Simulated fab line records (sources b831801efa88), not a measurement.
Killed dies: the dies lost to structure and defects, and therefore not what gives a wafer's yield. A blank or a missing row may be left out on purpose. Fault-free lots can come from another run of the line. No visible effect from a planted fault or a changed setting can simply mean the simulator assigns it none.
The tool behind it: which one? / flow sky130 / 10 lots, 30 wafers sampled, at 6 steps of a route of 708

WHAT THE GAUGES SHOWED, per wafer
SKY_VIA2_THK_MEAS_01.
lot=L795; measured=day 35 11:27; on=film-metro-02; VIA2_HDPCVD_THK (nm)=1162 1159 1162
lot=L798; measured=day 36 09:07; on=film-metro-01; VIA2_HDPCVD_THK (nm)=1154 1178 1173
lot=L804; measured=day 38 06:13; on=film-metro-02; VIA2_HDPCVD_THK (nm)=1170 1175 1182
lot=L806; measured=day 38 23:29; on=film-metro-01; VIA2_HDPCVD_THK (nm)=1162 1157 1161
lot=L807; measured=day 39 14:37; on=film-metro-04; VIA2_HDPCVD_THK (nm)=1169 1162 1156
lot=L810; measured=day 40 02:39; on=film-metro-04; VIA2_HDPCVD_THK (nm)=1147 1145 1143
lot=L811; measured=day 40 09:34; on=film-metro-04; VIA2_HDPCVD_THK (nm)=1162 1157 1137
lot=L812; measured=day 40 17:12; on=film-metro-01; VIA2_HDPCVD_THK (nm)=1162 1151 1168
lot=L813; measured=day 40 19:14; on=film-metro-02; VIA2_HDPCVD_THK (nm)=1157 1152 1157
lot=L815; measured=day 41 14:02; on=film-metro-02; VIA2_HDPCVD_THK (nm)=1146 1143 1148

SKY_VIA2_OVL_MEAS_13.
lot=L795; measured=day 36 13:47; on=overlay-01; VIA2_OVL (nm)=-4 2 -5
lot=L798; measured=day 37 11:22; on=overlay-01; VIA2_OVL (nm)=5 -1 3
lot=L804; measured=day 39 07:38; on=overlay-01; VIA2_OVL (nm)=5 14 12
lot=L806; measured=day 40 02:20; on=overlay-02; VIA2_OVL (nm)=-3 -4 -3
lot=L807; measured=day 40 18:35; on=overlay-01; VIA2_OVL (nm)=2 3 -6
lot=L810; measured=day 41 04:43; on=overlay-02; VIA2_OVL (nm)=-8 1 -13
lot=L811; measured=day 41 10:10; on=overlay-01; VIA2_OVL (nm)=-16 -6 -7
lot=L812; measured=day 41 17:52; on=overlay-02; VIA2_OVL (nm)=-10 -8 2
lot=L813; measured=day 41 20:13; on=overlay-01; VIA2_OVL (nm)=-1 4 -6
lot=L815; measured=day 42 14:16; on=overlay-01; VIA2_OVL (nm)=-12 1 -5

SKY_CAPM_RS_MEAS_03: measurement is done with a four-point probe.
lot=L795; measured=day 36 15:34; on=film-metro-04; CAPM_TIN_RS (ohm/sq)=6.85 6.94 6.91
lot=L798; measured=day 37 13:07; on=film-metro-03; CAPM_TIN_RS (ohm/sq)=6.89 6.90 6.88
lot=L804; measured=day 39 15:47; on=film-metro-02; CAPM_TIN_RS (ohm/sq)=6.95 6.99 6.97
lot=L806; measured=day 40 04:54; on=film-metro-03; CAPM_TIN_RS (ohm/sq)=6.83 6.78 6.81
lot=L807; measured=day 40 20:31; on=film-metro-02; CAPM_TIN_RS (ohm/sq)=6.92 6.93 6.92
lot=L810; measured=day 41 06:31; on=film-metro-02; CAPM_TIN_RS (ohm/sq)=6.84 6.89 6.85
lot=L811; measured=day 41 12:00; on=film-metro-02; CAPM_TIN_RS (ohm/sq)=7.93 7.91 7.98
lot=L812; measured=day 41 19:37; on=film-metro-04; CAPM_TIN_RS (ohm/sq)=7.86 7.86 7.84
lot=L813; measured=day 41 22:04; on=film-metro-03; CAPM_TIN_RS (ohm/sq)=7.89 7.87 7.92
lot=L815; measured=day 42 16:01; on=film-metro-02; CAPM_TIN_RS (ohm/sq)=6.85 6.81 6.85

SKY_CAPM_THK_MEAS_04: measures by xrf.
lot=L795; measured=day 36 15:40; on=film-metro-04; CAPM_TIN_THK (nm)=203.6 201.0 201.4
lot=L798; measured=day 37 13:14; on=film-metro-03; CAPM_TIN_THK (nm)=200.4 200.4 200.8
lot=L804; measured=day 39 15:53; on=film-metro-02; CAPM_TIN_THK (nm)=199.2 199.2 199.8
lot=L806; measured=day 40 05:01; on=film-metro-03; CAPM_TIN_THK (nm)=203.6 204.7 204.2
lot=L807; measured=day 40 20:38; on=film-metro-02; CAPM_TIN_THK (nm)=200.7 201.2 201.2
lot=L810; measured=day 41 06:38; on=film-metro-02; CAPM_TIN_THK (nm)=202.7 201.7 202.3
lot=L811; measured=day 41 12:05; on=film-metro-02; CAPM_TIN_THK (nm)=175.7 175.6 174.4
lot=L812; measured=day 41 19:44; on=film-metro-04; CAPM_TIN_THK (nm)=177.7 178.5 178.5
lot=L813; measured=day 41 22:10; on=film-metro-03; CAPM_TIN_THK (nm)=176.8 177.9 176.6
lot=L815; measured=day 42 16:08; on=film-metro-02; CAPM_TIN_THK (nm)=202.7 203.9 203.0

EACH LOT AND THE TOOL THAT RAN IT (in order: tool; ch and the chambers of the sampled wafers; start)
lot=L795; SKY_VIA2_SPUTTER_20=pvd-sputter-04, day 36 14:31; SKY_CAPM_SPUTTER_02=pvd-sputter-03, day 36 15:26
lot=L798; SKY_VIA2_SPUTTER_20=pvd-sputter-01, day 37 12:06; SKY_CAPM_SPUTTER_02=pvd-sputter-01, day 37 13:01
lot=L804; SKY_VIA2_SPUTTER_20=pvd-sputter-04, day 39 08:25; SKY_CAPM_SPUTTER_02=pvd-sputter-02, day 39 15:39
lot=L806; SKY_VIA2_SPUTTER_20=pvd-sputter-01, day 40 03:26; SKY_CAPM_SPUTTER_02=pvd-sputter-03, day 40 04:47
lot=L807; SKY_VIA2_SPUTTER_20=pvd-sputter-01, day 40 19:20; SKY_CAPM_SPUTTER_02=pvd-sputter-01, day 40 20:25
lot=L810; SKY_VIA2_SPUTTER_20=pvd-sputter-03, day 41 05:29; SKY_CAPM_SPUTTER_02=pvd-sputter-02, day 41 06:24
lot=L811; SKY_VIA2_SPUTTER_20=pvd-sputter-01, day 41 10:55; SKY_CAPM_SPUTTER_02=pvd-sputter-03, day 41 11:50
lot=L812; SKY_VIA2_SPUTTER_20=pvd-sputter-01, day 41 18:36; SKY_CAPM_SPUTTER_02=pvd-sputter-03, day 41 19:31
lot=L813; SKY_VIA2_SPUTTER_20=pvd-sputter-03, day 41 21:01; SKY_CAPM_SPUTTER_02=pvd-sputter-03, day 41 21:56
lot=L815; SKY_VIA2_SPUTTER_20=pvd-sputter-04, day 42 15:01; SKY_CAPM_SPUTTER_02=pvd-sputter-01, day 42 15:55
- SKY_VIA2_SPUTTER_20: material TiN, target thk 20 nm, time 80 s.
- SKY_CAPM_SPUTTER_02: material TiN, target thk 200 nm, time 166.7 s.

AS READ BY THE TOOLS THEMSELVES (means over the sampled wafers that have a number; for cases with no such wafer, the mark the record gives instead)
SKY_VIA2_SPUTTER_20.
lot=L795; tool=pvd-sputter-04; cathode-dc-power-W (W)=3874.8; throttle-valve-pct (%)=29.1
lot=L798; tool=pvd-sputter-01; cathode-dc-power-W (W)=3874.8; throttle-valve-pct (%)=29.9
lot=L804; tool=pvd-sputter-04; cathode-dc-power-W (W)=3874.5; throttle-valve-pct (%)=30.0
lot=L806; tool=pvd-sputter-01; cathode-dc-power-W (W)=3875.2; throttle-valve-pct (%)=31.0
lot=L807; tool=pvd-sputter-01; cathode-dc-power-W (W)=3874.8; throttle-valve-pct (%)=29.5
lot=L810; tool=pvd-sputter-03; cathode-dc-power-W (W)=3874.9; throttle-valve-pct (%)=30.4
lot=L811; tool=pvd-sputter-01; cathode-dc-power-W (W)=3875.3; throttle-valve-pct (%)=30.0
lot=L812; tool=pvd-sputter-01; cathode-dc-power-W (W)=3875.0; throttle-valve-pct (%)=29.3
lot=L813; tool=pvd-sputter-03; cathode-dc-power-W (W)=3874.8; throttle-valve-pct (%)=30.4
lot=L815; tool=pvd-sputter-04; cathode-dc-power-W (W)=3875.0; throttle-valve-pct (%)=30.1

SKY_CAPM_SPUTTER_02.
lot=L795; tool=pvd-sputter-03; cathode-dc-power-W (W)=6499.4; throttle-valve-pct (%)=30.2
lot=L798; tool=pvd-sputter-01; cathode-dc-power-W (W)=6500.3; throttle-valve-pct (%)=30.0
lot=L804; tool=pvd-sputter-02; cathode-dc-power-W (W)=6499.7; throttle-valve-pct (%)=29.7
lot=L806; tool=pvd-sputter-03; cathode-dc-power-W (W)=6500.0; throttle-valve-pct (%)=30.3
lot=L807; tool=pvd-sputter-01; cathode-dc-power-W (W)=6500.2; throttle-valve-pct (%)=30.4
lot=L810; tool=pvd-sputter-02; cathode-dc-power-W (W)=6499.3; throttle-valve-pct (%)=29.8
lot=L811; tool=pvd-sputter-03; cathode-dc-power-W (W)=5640.5; throttle-valve-pct (%)=29.6
lot=L812; tool=pvd-sputter-03; cathode-dc-power-W (W)=5642.4; throttle-valve-pct (%)=29.7
lot=L813; tool=pvd-sputter-03; cathode-dc-power-W (W)=5640.7; throttle-valve-pct (%)=30.1
lot=L815; tool=pvd-sputter-01; cathode-dc-power-W (W)=6499.2; throttle-valve-pct (%)=30.1

THE ANSWER, worked out from the rows above alone
Rule: usual is defined by the lots themselves. Put in order of their means at a reading, lots are off if they are a third of the lots or fewer, leave a main group of 4 or more, and stand apart from it by a gap of 3 or more times the standard deviation of the main group's means; of several such gaps the widest counts. A main group is skipped when, at the precision printed for the reading in the tables above, its means are all equal. Also off: a lot with no number at a reading for which 4 or more lots have one. Any other lot the step has rows for is counted as sound. Order of review: gauges by route order, followed by the tools' own readings, for which a lot's mean as printed above is used. At the first step where some lot is off, the reading lying furthest off is the one used; lots without a number count as furthest.
Off: L811, L812, L813, at SKY_CAPM_RS_MEAS_03 (CAPM_TIN_RS). For the main group the mean is 6.88 ohm/sq and the standard deviation 0.051.
If a tool, at a process step before that reading, ran all the lots that are off and no sound lot after the first of them, it fits. The gauges at SKY_CAPM_RS_MEAS_03 aren't tried: what is off there is off at SKY_CAPM_SPUTTER_02 too, on other tools, and a gauge's error can't cause that. One candidate fits, namely pvd-sputter-03 at SKY_CAPM_SPUTTER_02. A fault onset in the window from L806 (day 40 04:47, its last sound lot) to L811 (day 41 11:50, its first lot off) fits.
The tool's own readings at SKY_CAPM_SPUTTER_02 bear it out: on the lots that are off they differ by more than 5 times the standard deviation of the sound lots' means. cathode-dc-power-W reads 5641.2 W there against 6499.7 W on the sound lots.

WHAT THE SIMULATOR PUT IN
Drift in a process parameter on pvd-sputter-03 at SKY_CAPM_SPUTTER_02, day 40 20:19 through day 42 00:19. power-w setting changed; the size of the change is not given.
Struck lots among those shown: L811, L812, L813. The same result came from the rule above.
